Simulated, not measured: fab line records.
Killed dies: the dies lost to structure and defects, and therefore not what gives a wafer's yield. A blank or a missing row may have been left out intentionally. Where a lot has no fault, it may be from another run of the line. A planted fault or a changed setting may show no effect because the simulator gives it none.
Comparing a struck lot with a sound one :: flow sky130 :: 14 out of 708 route steps
Sound: the wafers L208.2, L208.3, L208.6. Wafers L198.1, L198.4, L198.5 were the ones struck. The cause is named last.
Per side, at each step with rows, come the tool, then ch with its chambers, and then its first start. Under that, the readings that differ: sound wafers :: struck wafers :: difference of the means :: sigmas: that difference in standard deviations of wafers without a fault.
alike: readings with means less than 2 such deviations apart, plus words and numbers identical on both sides. not compared: withheld readings, readings lacking a value on some wafer, bounds such as >300 that could conceal the same value, and numbers that have no deviation in the record and whose values overlap.
Wherever a step has rows on one side only, a row that says differs or no value, or a row with sigmas, the two part there. Numbers that have no deviation but don't overlap get no sigmas and don't part them. A reading missing from all wafers of one side parts the sides only when that side holds two or more wafers.

first, 2 steps without rows for these wafers: SKY_LDD_HVP_PEB_05; SKY_LDD_HVP_DEVELOP_06 (develop time 60 s).
SKY_LDD_HVP_OVL_MEAS_07:
  sound: overlay-02 at day 27 02:05; struck: overlay-02 at day 23 08:19
  alike: LDD_HVP_OVL
after that, 1 step had no rows for these wafers: SKY_LDD_HVP_IMPLANT_08.
SKY_LDD_HVP_STRIP_09: strips in O2/N2.
  sound on plasmaAsher-01 ch 0,1, day 27 02:16; struck on plasmaAsher-02 ch 0,1, day 23 08:31
  alike: drypumpMotorCurrentA, oesProductAu, stripTimeToEndpointS
  not compared: rfHoursCounterH
SKY_LDD_HVP_TW_MEAS_10:
  sound: filmMetro-04 at day 27 02:22; struck: filmMetro-03 at day 23 08:37
  alike: LDD_HVP_TW
then, 6 steps without rows for these wafers: SKY_LDD_LDN_DEHYDRATE_00 (time 60 s); SKY_LDD_LDN_HMDS_01 (prime time 60 s); SKY_LDD_LDN_COAT_02 (resist thk 1140 nm); SKY_LDD_LDN_SOFTBAKE_03 (time 60 s); SKY_LDD_LDN_EXPOSE_04 (exposes mask LDNTM, target cd 700 nm); SKY_LDD_LDN_PEB_05.
SKY_LDD_LDN_DEVELOP_06: develop time 60 s.
  sound on lithoTrack-04 ch 0, day 28 06:31; struck on lithoTrack-02, day 24 13:56
  no value came back on the struck wafers for chillPlateTempC (C), developTimeS (s); on the sound wafers chillPlateTempC (C) reads 23.04 23.13 23.11
SKY_LDD_LDN_OVL_MEAS_07:
  sound: overlay-02 at day 28 06:38; struck: overlay-02 at day 24 14:05
reading: LDD_LDN_OVL (nm)
sound: -0.4 -0.7 -2.2
struck: - - -
difference: no value on the struck wafers
sigmas: 

== WHERE THEY PART ==
Earliest at SKY_LDD_LDN_DEVELOP_06; latest, in this record, at SKY_LDD_LDN_OVL_MEAS_07.

WHY: what the simulator had put in
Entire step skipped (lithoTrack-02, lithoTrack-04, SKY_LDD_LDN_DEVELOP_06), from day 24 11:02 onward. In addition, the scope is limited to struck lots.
